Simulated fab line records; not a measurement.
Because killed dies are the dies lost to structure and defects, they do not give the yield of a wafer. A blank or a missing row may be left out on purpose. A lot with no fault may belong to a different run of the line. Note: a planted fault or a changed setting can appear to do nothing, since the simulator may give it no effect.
Which tool was responsible?	flow gf180mcu	6 lots with 18 wafers sampled at 2 steps, on a route of 602 steps

== WHAT EACH GAUGE READ, for each wafer ==
GF_DUAL_GATE_OVL_MEAS_11.
lot	measured	on	DUAL_GATE_OVL (nm)
L230	day 8 14:20	overlay-01	0.7 0.2 -1.7
L233	day 9 12:08	overlay-01	1.9 2.0 1.5
L235	day 9 19:26	overlay-01	0.7 1.3 0.8
L245	day 12 21:06	overlay-02	-0.7 -0.2 -2.6
L249	day 14 00:19	overlay-02	1.4 0.6 0.9
L251	day 14 18:31	overlay-02	0.9 -1.9 2.2

== EACH LOT AND THE TOOL THAT RAN IT (in order: tool; ch and the chambers of the sampled wafers; start) ==
lot	GF_DUAL_GATE_EXPOSE_08
L230	iline_stepper-02 ch 0, day 8 06:09
L233	iline_stepper-01 ch 0, day 9 04:01
L235	iline_stepper-02 ch 0, day 9 11:31
L245	iline_stepper-02 ch 0, day 12 11:34
L249	iline_stepper-01 ch 0, day 13 14:06
L251	iline_stepper-02 ch 0, day 14 08:01
- GF_DUAL_GATE_EXPOSE_08: exposes mask Dualgate, target cd 700 nm.

== THE ANSWER, worked out from the rows above alone ==
Rule: the lots themselves supply what counts as usual. The widest of any qualifying gaps counts: lots, ordered by their means at a reading, are off when they make up no more than a third of the lots, leave a main group of 4 or more, and stand apart from it by 3 or more times the standard deviation of that group's means. The tables above print the reading to a certain number of digits; a main group whose means all agree to those digits is not used. A lot without any number at a reading at which 4 lots or more have one is off too. All remaining lots with rows at the step are treated as sound.
Nothing can be told from this: no lot is off at any reading shown.

== WHAT HAD BEEN PUT IN BY THE SIMULATOR ==
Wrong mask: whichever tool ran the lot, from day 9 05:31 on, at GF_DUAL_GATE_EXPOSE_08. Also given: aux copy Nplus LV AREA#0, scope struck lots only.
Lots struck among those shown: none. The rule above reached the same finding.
